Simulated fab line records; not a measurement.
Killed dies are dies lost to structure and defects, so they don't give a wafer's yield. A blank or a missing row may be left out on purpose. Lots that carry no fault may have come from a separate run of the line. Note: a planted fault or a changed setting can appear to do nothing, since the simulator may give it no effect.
A struck lot beside a sound one -- flow gf180mcu -- 14 steps out of a route of 602
Sound: the wafers L135.1, L135.3, L135.4. Struck: wafer L144.5; the same lot's L144.3 was not struck, so it is left out; see the end for the cause.
For every step that has rows: the tool of each side, followed by ch and its chambers, followed by its first start. Under that, the readings that differ: sound wafers -- struck wafers -- difference of the means -- sigmas: that difference in standard deviations of wafers without a fault.
alike: readings whose means differ by less than 2 such deviations, and words and numbers that are the same on both sides. not compared: withheld readings, readings that some wafer has no value for, bounds like >300 that may hide the same value, and numbers for which the record gives no deviation and whose values overlap.
A row with sigmas, a row that says differs or no value, or rows on one side alone: a step with any of these is where the two part. Numbers that have no deviation but don't overlap get no sigmas and don't part them. Lack of a reading on every wafer of one side parts them only where that side has two or more wafers.

GF_V3_ETCH_16: etches BARC in N2/H2.
  sound on rieDiel-03 ch 0,1,3, day 23 23:19; struck on rieDiel-02 ch 1, day 26 20:19
  alike: drypumpMotorCurrentA, oesProductAu, throttleValvePct
then, 4 steps without rows for these wafers: GF_V3_ETCH_17 (etches SiO2 in C4F8/O2/Ar, stops on TiN, target depth 635 nm); GF_V3_STRIP_18 (strips in O2/N2); GF_V3_STRIP_19 (strips in post etch residue remover, time 1200 s); GF_V3_CLEAN_20 (cleans in DIW).
GF_V3_SPUTTER_21: material Ti, target thk 15 nm, time 80.02 s.
  sound on pvdSputter-04, day 23 23:58; struck on pvdSputter-01, day 26 20:59
  alike: chamberPressurePa, throttleValvePct
then, 2 steps without rows for these wafers: GF_V3_SPUTTER_22 (material TiN, target thk 10 nm, time 40 s); GF_V3_CVD_23 (deposits W, target thk 350 nm, time 104.9 s).
GF_V3_RS_MEAS_24: measurement is done with a four-point probe.
  sound on filmMetro-02, day 24 00:11; struck on filmMetro-04, day 26 21:14
  alike: V3_W_RS
GF_V3_THK_MEAS_25: measures by xrf.
  sound on filmMetro-02, day 24 00:18; struck on filmMetro-04, day 26 21:20
  alike: V3_W_THK
GF_V3_CMP_26: polishes, stops on SiO2, t overpolish 15 s, target thk 0 nm.
  sound on cmp-02 ch 0,1,2, day 24 00:22; struck on cmp-02 ch 0, day 26 21:25
  alike: motorCurrentA, overpolishRunS, slurryFlowMlMin, timeToEndpointS
GF_M4_SPUTTER_00: material Ti, target thk 37.5 nm, time 150 s.
  sound on pvdSputter-03, day 24 00:40; struck on pvdSputter-02, day 26 21:40
  alike: chamberPressurePa, throttleValvePct
GF_M4_SPUTTER_01: material TiN, target thk 30 nm, time 25 s.
  sound on pvdSputter-03, day 24 00:46; struck on pvdSputter-02, day 26 21:46
reading,sound,struck,difference,sigmas
chamberPressurePa (Pa),0.3985 0.3994 0.3993,0.4009,+0.0018,+2
model.TiN_of_M4_SPUTTER_01.thkNm (nm),29.41 30.08 29.81,26.68,-3.09,
  alike: throttleValvePct
GF_M4_SPUTTER_02: material AlCu, target thk 450 nm, time 23.9 s.
  sound on pvdSputter-03, day 24 00:47; struck on pvdSputter-02, day 26 21:48
  alike: chamberPressurePa, throttleValvePct

## WHERE THEY PART
At GF_M4_SPUTTER_01 and nowhere else, as far as this record goes. Later steps at which nothing parts them and some readings are alike: GF_M4_SPUTTER_02.

WHY: what had been put in by the simulator
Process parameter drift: pvdSputter-02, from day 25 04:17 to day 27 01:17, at GF_M4_SPUTTER_01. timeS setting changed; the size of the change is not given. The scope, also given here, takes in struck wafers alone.
